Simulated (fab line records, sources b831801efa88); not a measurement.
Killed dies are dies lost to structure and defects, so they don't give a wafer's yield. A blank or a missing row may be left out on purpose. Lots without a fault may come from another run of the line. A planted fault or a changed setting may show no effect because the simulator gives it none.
A struck lot beside a sound one | flow sky130 | 43 steps out of a route of 708
Sound: wafers L312.2, L312.3, L312.5. Struck: wafers L321.2, L321.3, L321.6. The cause comes at the end.
At each step with rows: each side's tool, then ch and its chambers, then its first start. Under that, the readings that differ: sound wafers | struck wafers | difference of the means | sigmas: that difference in standard deviations of wafers without a fault.
alike: readings whose means differ by less than 2 such deviations, and words and numbers that are the same on both sides. not compared: withheld readings, readings that some wafer has no value for, bounds like >300 that may hide the same value, and numbers for which the record gives no deviation and whose values overlap.
The two part at a step that has a row with sigmas, a row that says differs or no value, or rows on one side only. Numbers that don't overlap but have no deviation are shown without sigmas and don't part them. A reading that every wafer of one side lacks parts them only if that side has two wafers or more.

first, 8 steps without rows for these wafers: SKY_LOCAL_INTERCONNECT_DEHYDRATE_03 (time 60 s); SKY_LOCAL_INTERCONNECT_HMDS_04 (prime time 60 s); SKY_LOCAL_INTERCONNECT_COAT_05 (resist thk 60 nm); SKY_LOCAL_INTERCONNECT_COAT_06 (resist thk 450 nm); SKY_LOCAL_INTERCONNECT_SOFTBAKE_07 (time 90 s); SKY_LOCAL_INTERCONNECT_EXPOSE_08 (exposes mask LI1M, target cd 170 nm); SKY_LOCAL_INTERCONNECT_PEB_09; SKY_LOCAL_INTERCONNECT_DEVELOP_10 (develop time 60 s).
SKY_LOCAL_INTERCONNECT_CD_MEAS_11: target cd 170 nm.
  sound on cd_sem-01, day 32 03:34; struck on cd_sem-02, day 34 12:55
  reading    | sound             | struck            | difference | sigmas
  cd_nm (nm) | 172.2 173.4 171.5 | 167.3 167.3 169.1 | -4.5       | -3
SKY_LOCAL_INTERCONNECT_OVL_MEAS_12:
  sound on overlay-02, day 32 03:40; struck on overlay-02, day 34 13:02
  alike: LOCAL_INTERCONNECT_OVL
then, 1 step without rows for these wafers: SKY_LOCAL_INTERCONNECT_ETCH_13 (etches BARC in N2/H2, stops on SiO2, time 45.9 s, target depth 60 nm).
SKY_LOCAL_INTERCONNECT_METAL_ETCH_14: etches TiN in Cl2/BCl3, stops on PSG, target depth 110 nm, time 31.4 s.
  sound on rie_metal-04 ch 0,1, day 32 03:46; struck on rie_metal-04 ch 0, day 34 13:08
  alike: drypump_motor_current_A, oes_product_au, rf_fwd_power_W, throttle_valve_pct
  not compared: rf_hours_counter_h
SKY_LOCAL_INTERCONNECT_STRIP_15: strips in O2/N2.
  sound on plasma_asher-02 ch 0,1, day 32 03:49; struck on plasma_asher-04 ch 0,1, day 34 13:11
  reading                     | sound       | struck      | difference | sigmas
  drypump_motor_current_A (A) | 6.5 6.0 6.0 | 5.8 4.7 4.7 | -1.1       | -2
  alike: oes_product_au, strip_time_to_endpoint_s
  not compared: rf_hours_counter_h
then, 4 steps without rows for these wafers: SKY_LOCAL_INTERCONNECT_STRIP_16 (strips in post etch residue remover, time 1200 s); SKY_LOCAL_INTERCONNECT_CLEAN_17 (cleans in IPA, time 180 s); SKY_LOCAL_INTERCONNECT_CLEAN_18 (cleans in O3/DIW); SKY_CONTACT_CVD_00 (deposits Si3N4, target thk 75 nm).
SKY_CONTACT_THK_MEAS_01:
  sound on film_metro-04, day 32 04:28; struck on film_metro-04, day 34 13:49
  alike: CONTACT_CVD_00_THK
then, 1 step without rows for these wafers: SKY_CONTACT_HDPCVD_02 (deposits SiO2, target thk 565 nm, time 94.2 s).
SKY_CONTACT_THK_MEAS_03:
  sound on film_metro-03, day 32 04:35; struck on film_metro-01, day 34 13:56
  alike: CONTACT_HDPCVD_THK
SKY_CONTACT_CMP_04: polishes SiO2.
  sound on cmp-01 ch 1,2, day 32 04:38; struck on cmp-02 ch 0,1,2, day 34 14:05
  alike: head_pressure_psi, motor_current_A, slurry_filter_dp_kPa, time_to_endpoint_s
SKY_CONTACT_BOW_MEAS_05:
  sound on film_metro-03, day 32 04:58; struck on film_metro-03, day 34 14:19
  alike: CONTACT_BOW
then, 8 steps without rows for these wafers: SKY_CONTACT_DEHYDRATE_06 (time 60 s); SKY_CONTACT_HMDS_07 (prime time 60 s); SKY_CONTACT_COAT_08 (resist thk 60 nm); SKY_CONTACT_COAT_09 (resist thk 450 nm); SKY_CONTACT_SOFTBAKE_10 (time 90 s); SKY_CONTACT_EXPOSE_11 (exposes mask CTM1, target cd 170 nm); SKY_CONTACT_PEB_12; SKY_CONTACT_DEVELOP_13 (develop time 60 s).
SKY_CONTACT_CD_MEAS_14: target cd 170 nm.
  sound on cd_sem-01, day 33 08:10; struck on cd_sem-01, day 35 14:46
  alike: cd_nm
SKY_CONTACT_OVL_MEAS_15:
  sound on overlay-01, day 33 08:16; struck on overlay-02, day 35 14:52
  alike: CONTACT_OVL
SKY_CONTACT_ETCH_16: etches BARC in N2/H2, stops on SiO2, time 45.9 s, target depth 60 nm.
  sound on rie_diel-01 ch 0,2, day 33 08:18; struck on rie_diel-02 ch 0,1,3, day 35 14:54
  alike: drypump_motor_current_A, oes_product_au, rf_fwd_power_W, throttle_valve_pct
  not compared: rf_hours_counter_h
then, 2 steps without rows for these wafers: SKY_CONTACT_ETCH_17 (etches SiO2 in C4F8/O2/Ar, stops on Si3N4, target depth 340 nm); SKY_CONTACT_ETCH_18 (etches Si3N4 in CHF3/O2, stops on TiN, time 39 s, target depth 75 nm).
SKY_CONTACT_STRIP_19: strips in O2/N2.
  sound on plasma_asher-01 ch 0,1, day 33 08:26; struck on plasma_asher-01 ch 0,1, day 35 15:02
  alike: drypump_motor_current_A, oes_product_au, strip_time_to_endpoint_s
  not compared: rf_hours_counter_h
then, 4 steps without rows for these wafers: SKY_CONTACT_STRIP_20 (strips in post etch residue remover, time 1200 s); SKY_CONTACT_CLEAN_21 (cleans in IPA, time 180 s); SKY_CONTACT_CLEAN_22 (cleans in O3/DIW); SKY_CONTACT_SPUTTER_23 (material TiN, target thk 20 nm, time 80 s).
SKY_CONTACT_CVD_24: deposits W, target thk 340 nm, time 102.12 s.
  sound on cvd_w-02 ch 0,1, day 33 09:05; struck on cvd_w-01 ch 0,1, day 35 15:48
  alike: heater_power_outer_w, heater_power_w
SKY_CONTACT_RS_MEAS_25: measures by four-point-probe.
  sound on film_metro-03, day 33 09:13; struck on film_metro-04, day 35 15:56
  alike: CONTACT_W_RS
-- the record jumps here: 13 days lie between the struck wafers' starts before and after (it left off in module CONTACT and takes up again in module PAD_OPEN, whose first step shown is number 708 of the route) --
SKY_PAD_OPEN_PROBE_99:
  sound on prober-01, day 46 23:37; struck on prober-02, day 48 16:46
  reading            | sound    | struck      | difference | sigmas
  killed_at_contacts | 24 17 19 | 84 67 59    | +50        | +10
  killed_dies        | 85 71 75 | 140 129 114 | +51        | +5
  alike: killed_at_M0_to_M3, killed_at_M4_up, killed_at_front_end, killed_at_other, killed_open, killed_short

WHERE THEY PART
First at SKY_LOCAL_INTERCONNECT_CD_MEAS_11; last, within this record, at SKY_PAD_OPEN_PROBE_99.

WHY: what the simulator had put in
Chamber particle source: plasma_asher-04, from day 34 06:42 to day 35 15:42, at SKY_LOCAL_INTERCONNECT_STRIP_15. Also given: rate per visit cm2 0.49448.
